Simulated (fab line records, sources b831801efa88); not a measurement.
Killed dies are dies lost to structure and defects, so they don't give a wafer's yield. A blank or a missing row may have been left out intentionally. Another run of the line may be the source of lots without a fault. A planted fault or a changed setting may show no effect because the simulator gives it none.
2 desks looking at one fault / flow gf180mcu / every desk sees just its own numbers, and what lay behind them comes last

## AT THE TOOL OWNER'S DESK: cvd_w-01
The tool's own readings at GF_V4_CVD_23 (deposits W, target thk 350 nm, time 104.9 s): means of the sampled wafers that have a number, for each lot that ran on this tool. Any lot whose mean is over 4 standard deviations away from the usual mean is out of limits and marked OUT; that distance is given in the brackets.
Columns: A = heater_power_w at GF_V4_CVD_23, usual 884 W
lot=L993; first seen here=day 24 16:23; A=816
lot=L102; first seen here=day 27 14:34; A=892
lot=L104; first seen here=day 28 06:32; A=839
lot=L116; first seen here=day 31 09:07; A=839
Finding of this desk: none of the 4 lots has anything out of limits.

## METROLOGY DESK
What the gauges read for every lot (on any tool): the sampled wafers with a number, averaged. Any lot whose mean is over 4 standard deviations away from the usual mean is out of limits and marked OUT; that distance is given in the brackets.
Columns: A = cd_nm at GF_V4_CD_MEAS_14, usual 260.3 nm; B = V4_W_RS at GF_V4_RS_MEAS_24, usual 0.3309 ohm/sq; C = V4_W_THK at GF_V4_THK_MEAS_25, usual 350 nm
lot=L993; first seen here=day 24 15:26; A=260.3; B=0.3305; C=352
lot=L994; first seen here=day 24 17:54; A=260.0; B=0.3277; C=356
lot=L995; first seen here=day 25 05:45; A=259.3; B=0.3334; C=346
lot=L997; first seen here=day 25 17:37; A=258.0; B=0.3284; C=352
lot=L102; first seen here=day 27 13:31; A=260.2; B=0.5277 (+70) OUT; C=275 (-19) OUT
lot=L103; first seen here=day 27 19:31; A=261.1; B=0.3333; C=347
lot=L104; first seen here=day 28 05:36; A=258.8; B=0.7037 (+99 or more) OUT; C=206 (-36) OUT
lot=L108; first seen here=day 29 09:26; A=263.0; B=0.3327; C=347
lot=L112; first seen here=day 30 06:57; A=263.4; B=0.3311; C=345
lot=L114; first seen here=day 30 20:51; A=260.3; B=0.3304; C=353
lot=L116; first seen here=day 31 08:12; A=260.5; B=0.3297; C=353
Finding of this desk: L102, L104 out of limits, first seen on L102 at day 27 14:41 (V4_W_RS at GF_V4_RS_MEAS_24). L993, L994, L995, L997, L103, L108, L112, L114, L116: within limits.

## TAKEN TOGETHER
Metrology desk: alarm possible at day 27 14:41 on L102, L104.
The desk of the tool owner found nothing out of limits.
The tool owner's desk has L102, L104 on record, within its limits.
On cvd_w-01, each named lot ran GF_V4_CVD_23.

## WHAT HAD BEEN PUT IN BY THE SIMULATOR
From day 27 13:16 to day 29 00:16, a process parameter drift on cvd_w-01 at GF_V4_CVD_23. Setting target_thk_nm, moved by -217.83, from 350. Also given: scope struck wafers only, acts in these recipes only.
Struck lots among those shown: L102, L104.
Per desk, hours elapsed from the start of the fault to the first reading out of limits: for the metrology desk, 1.
